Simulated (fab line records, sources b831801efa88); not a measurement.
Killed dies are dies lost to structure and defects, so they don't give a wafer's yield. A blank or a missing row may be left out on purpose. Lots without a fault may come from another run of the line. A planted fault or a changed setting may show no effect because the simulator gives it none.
One fault seen from 2 desks | flow gf180mcu | each desk has only its own numbers; what lay behind them comes last

THE METROLOGY DESK
What the gauges read, lot by lot, whatever tool the lot ran on: means of the sampled wafers that have a number. A lot is out of limits, marked OUT, if its mean lies more than 4 standard deviations from the usual mean; the brackets give that distance.
Columns: A = V4_W_THK at GF_V4_THK_MEAS_25, usual 353 nm; B = cd_nm at GF_M5_CD_MEAS_07, usual 279.9 nm; C = V5_CVD_02_THK at GF_V5_THK_MEAS_03, usual 1445 nm
lot  | first seen here | A   | B     | C
L783 | day 24 23:53    | 361 | 278.9 | 1438
L784 | day 25 11:25    | 349 | 278.0 | 1456
L787 | day 26 05:05    | 359 | 277.7 | 1466
L789 | day 26 14:43    | 354 | 281.8 | 1433
L790 | day 26 22:26    | 352 | 280.9 | 1440
L791 | day 27 03:31    | 352 | 278.2 | 1464
L794 | day 28 06:06    | 354 | 279.0 | 1456
L796 | day 28 17:53    | 357 | 281.2 | 1458
L797 | day 28 21:42    | 353 | 278.7 | 1456
L798 | day 29 12:55    | 353 | 279.9 | 1456
L799 | day 29 13:41    | 352 | 281.1 | 1502
L801 | day 29 22:32    | 354 | 279.3 | 1488
L806 | day 31 09:41    | 354 | 280.5 | 1447
This desk's finding: nothing out of limits on any of the 13 lots.

THE TOOL OWNER'S DESK: pecvd-03
The tool's own readings at GF_V5_CVD_02 (deposits SiO2 from TEOS, target thk 1450 nm, time 163.28 s): means of the sampled wafers that have a number, for each lot that ran on this tool. A lot is out of limits, marked OUT, if its mean lies more than 4 standard deviations from the usual mean; the brackets give that distance.
Columns: A = heater_power_w at GF_V5_CVD_02, usual 709 W
lot  | first seen here | A
L784 | day 27 06:43    | 724
L791 | day 28 19:04    | 746
L794 | day 29 22:35    | 712
L797 | day 30 13:38    | 711
L799 | day 31 04:52    | 674
L801 | day 31 13:01    | 615
This desk's finding: nothing out of limits on any of the 6 lots.

PUT TOGETHER
The metrology desk saw nothing out of limits.
The tool owner's desk saw nothing out of limits.

WHAT THE SIMULATOR HAD PUT IN
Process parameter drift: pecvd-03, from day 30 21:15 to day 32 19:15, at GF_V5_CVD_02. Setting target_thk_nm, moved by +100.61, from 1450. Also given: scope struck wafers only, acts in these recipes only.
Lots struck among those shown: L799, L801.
